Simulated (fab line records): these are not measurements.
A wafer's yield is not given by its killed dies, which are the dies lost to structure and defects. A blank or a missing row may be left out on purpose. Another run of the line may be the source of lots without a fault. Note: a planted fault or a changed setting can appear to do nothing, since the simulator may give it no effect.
Which tool is to blame? ; flow sfqLine ; Sampling: 15 lots, 45 wafers, 4 of 325 route steps

== WHAT THE GAUGES SHOWED, per wafer ==
The record lacks any reading of a measuring or inspecting step that a usual standard deviation could be used to judge.

== TOOL THAT RAN EACH LOT (tool first, then ch and the chambers of the sampled wafers, then the start) ==
lot;SFQ_TRILAYER_M3_STRIP_STRIP_079;SFQ_TRILAYER_M4_STRIP_STRIP_097;SFQ_TRILAYER_I4_VIA_LITHO_DEVELOP_105;SFQ_TRILAYER_A5B_CMP_CMP_130
L816;rieMetal-04 ch 0,1, day 43 10:01;rieMetal-01 ch 0,1, day 49 16:34;lithoTrack-03 ch 0, day 55 06:28;cmp-02 ch 0,2,3, day 61 02:03
L819;rieMetal-02 ch 0,1, day 44 23:20;rieMetal-03 ch 0,1, day 51 14:02;lithoTrack-01 ch 0, day 56 23:12;cmp-02 ch 0,1, day 62 18:10
L820;rieMetal-02 ch 0,1, day 45 16:08;rieMetal-01 ch 0,1, day 51 15:22;lithoTrack-03, day 57 00:24;cmp-01 ch 0,2,3, day 62 23:08
L821;rieMetal-02 ch 0,1, day 45 19:44;rieMetal-03 ch 0,1, day 51 16:34;lithoTrack-01, day 57 05:13;cmp-02 ch 0,2, day 63 02:40
L822;rieMetal-04 ch 0, day 46 13:44;rieMetal-02 ch 0, day 52 23:46;lithoTrack-01, day 58 18:33;cmp-02 ch 0,1,3, day 68 10:16
L825;rieMetal-02 ch 0,1, day 47 03:19;rieMetal-03 ch 0,1, day 53 05:58;lithoTrack-02 ch 0, day 59 04:10;cmp-02 ch 0,1,2, day 68 18:04
L830;rieMetal-02 ch 1, day 48 16:26;rieMetal-03 ch 0,1, day 54 17:33;lithoTrack-01 ch 0, day 60 05:19;cmp-01 ch 0,1,3, day 69 12:38
L831;rieMetal-02 ch 0,1, day 48 20:02;rieMetal-02 ch 0,1, day 54 19:08;lithoTrack-01 ch 0, day 60 08:55;cmp-02 ch 0,1,2, day 69 15:14
L832;rieMetal-03 ch 0,1, day 48 22:26;rieMetal-01 ch 0,1, day 54 22:21;lithoTrack-02 ch 0, day 60 11:19;cmp-02 ch 1,2,3, day 69 18:14
L833;rieMetal-02 ch 0,1, day 49 15:22;rieMetal-03 ch 0,1, day 55 07:57;lithoTrack-01 ch 0, day 60 12:43;cmp-01 ch 0,2,3, day 69 19:22
L834;rieMetal-03 ch 0,1, day 50 04:34;rieMetal-02 ch 1, day 55 17:46;lithoTrack-02 ch 0, day 60 13:54;cmp-01 ch 0,1, day 69 23:04
L835;rieMetal-02 ch 0,1, day 50 16:34;rieMetal-01 ch 0,1, day 61 06:54;lithoTrack-03 ch 0, day 61 18:37;cmp-01 ch 0,1,2, day 70 16:23
L836;rieMetal-02 ch 0,1, day 50 20:10;rieMetal-03 ch 0,1, day 61 10:30;lithoTrack-02 ch 0, day 61 22:02;cmp-02 ch 0,1,3, day 70 19:47
L837;rieMetal-04 ch 0,1, day 50 23:46;rieMetal-02 ch 0,1, day 61 12:54;lithoTrack-02 ch 0, day 62 00:26;cmp-01 ch 0,2,3, day 70 21:41
L838;rieMetal-04 ch 0,1, day 51 05:46;rieMetal-02 ch 0,1, day 61 22:30;lithoTrack-01 ch 0, day 62 06:04;cmp-01 ch 0,1,3, day 71 05:19
- SFQ_TRILAYER_M3_STRIP_STRIP_079: strips in O2.
- SFQ_TRILAYER_M4_STRIP_STRIP_097: strips in O2.
- SFQ_TRILAYER_I4_VIA_LITHO_DEVELOP_105: time 60 s.
- SFQ_TRILAYER_A5B_CMP_CMP_130: polishes, stops on Nb, target thk 340.7 nm.

== WHAT THE TOOLS THEMSELVES READ (means of the sampled wafers that have a number; where no wafer has one, the mark that the record gives instead) ==
SFQ_TRILAYER_M3_STRIP_STRIP_079. Usual: drypumpMotorCurrentA 5.63 A, standard deviation 0.29; oesProductAu 1.000 a.u., standard deviation 0.012.
lot;tool;drypumpMotorCurrentA (A);oesProductAu (a.u.);flag
L816;rieMetal-04;5.56;1.002;
L819;rieMetal-02;5.70;0.991;
L820;rieMetal-02;5.68;1.000;
L821;rieMetal-02;5.67;0.989;
L822;rieMetal-04;5.02;1.018;
L825;rieMetal-02;5.72;0.998;
L830;rieMetal-02;5.75;0.992;
L831;rieMetal-02;5.67;0.997;
L832;rieMetal-03;5.93;0.994;
L833;rieMetal-02;5.72;1.001;
L834;rieMetal-03;5.95;0.999;
L835;rieMetal-02;5.72;0.986;
L836;rieMetal-02;5.66;0.995;
L837;rieMetal-04;5.53;1.013;
L838;rieMetal-04;5.29;1.016;

SFQ_TRILAYER_M4_STRIP_STRIP_097. Usual: drypumpMotorCurrentA 5.88 A, standard deviation 0.2; oesProductAu 1.000 a.u., standard deviation 0.012.
lot;tool;drypumpMotorCurrentA (A);oesProductAu (a.u.);flag
L816;rieMetal-01;6.23;0.998;
L819;rieMetal-03;5.96;0.997;
L820;rieMetal-01;6.25;1.008;
L821;rieMetal-03;5.95;0.990;
L822;rieMetal-02;5.64;1.012;
L825;rieMetal-03;5.93;0.986;
L830;rieMetal-03;5.96;0.995;
L831;rieMetal-02;5.67;1.016;
L832;rieMetal-01;6.17;1.007;
L833;rieMetal-03;5.93;0.998;
L834;rieMetal-02;5.74;1.000;
L835;rieMetal-01;6.16;1.020;
L836;rieMetal-03;5.95;1.000;
L837;rieMetal-02;5.67;1.000;
L838;rieMetal-02;5.72;0.990;

SFQ_TRILAYER_I4_VIA_LITHO_DEVELOP_105. Usual: chillPlateTempC 23.01 C, standard deviation 0.13; exhaustPa 45.0 Pa, standard deviation 0.94.
lot;tool;chillPlateTempC (C);exhaustPa (Pa);flag
L816;lithoTrack-03;23.16;44.1;
L819;lithoTrack-01;23.09;44.7;
L820;lithoTrack-03;-;-;OFF
L821;lithoTrack-01;-;-;OFF
L822;lithoTrack-01;-;-;OFF
L825;lithoTrack-02;22.90;45.3;
L830;lithoTrack-01;23.06;45.3;
L831;lithoTrack-01;22.95;46.0;
L832;lithoTrack-02;22.97;45.5;
L833;lithoTrack-01;23.02;43.9;
L834;lithoTrack-02;22.98;45.0;
L835;lithoTrack-03;22.87;45.6;
L836;lithoTrack-02;23.09;46.1;
L837;lithoTrack-02;23.13;43.7;
L838;lithoTrack-01;23.04;45.2;

SFQ_TRILAYER_A5B_CMP_CMP_130. Usual: motorCurrentA at 10.0 A, with a standard deviation of 1.5.
lot;tool;motorCurrentA (A);flag
L816;cmp-02;9.6;
L819;cmp-02;10.9;
L820;cmp-01;9.6;
L821;cmp-02;9.8;
L822;cmp-02;10.4;
L825;cmp-02;10.4;
L830;cmp-01;10.2;
L831;cmp-02;10.1;
L832;cmp-02;9.9;
L833;cmp-01;10.1;
L834;cmp-01;9.2;
L835;cmp-01;9.2;
L836;cmp-02;10.7;
L837;cmp-01;9.8;
L838;cmp-01;10.6;

== THE ANSWER, worked out from the rows above alone ==
Rule: a lot is off if the mean of its wafers that have a number lies more than 3 standard deviations from the usual mean. A lot without any number at a reading at which 4 lots or more have one is off too. The other lots that the step has rows for count as sound. Order of review: gauges by route order, followed by the tools' own readings, for which a lot's mean as printed above is used. At the first step where some lot is off, the reading lying furthest off is the one used; lots without a number count as furthest.
Off, at SFQ_TRILAYER_I4_VIA_LITHO_DEVELOP_105 on chillPlateTempC: L820, L821, L822. Without a number there: L820, L821, L822.
If a tool, at that step or one of the process steps before it, ran each lot that is off and ran no sound lot following the first of them, it fits. Of those tried, none fits.

== WHAT HAD BEEN PUT IN BY THE SIMULATOR ==
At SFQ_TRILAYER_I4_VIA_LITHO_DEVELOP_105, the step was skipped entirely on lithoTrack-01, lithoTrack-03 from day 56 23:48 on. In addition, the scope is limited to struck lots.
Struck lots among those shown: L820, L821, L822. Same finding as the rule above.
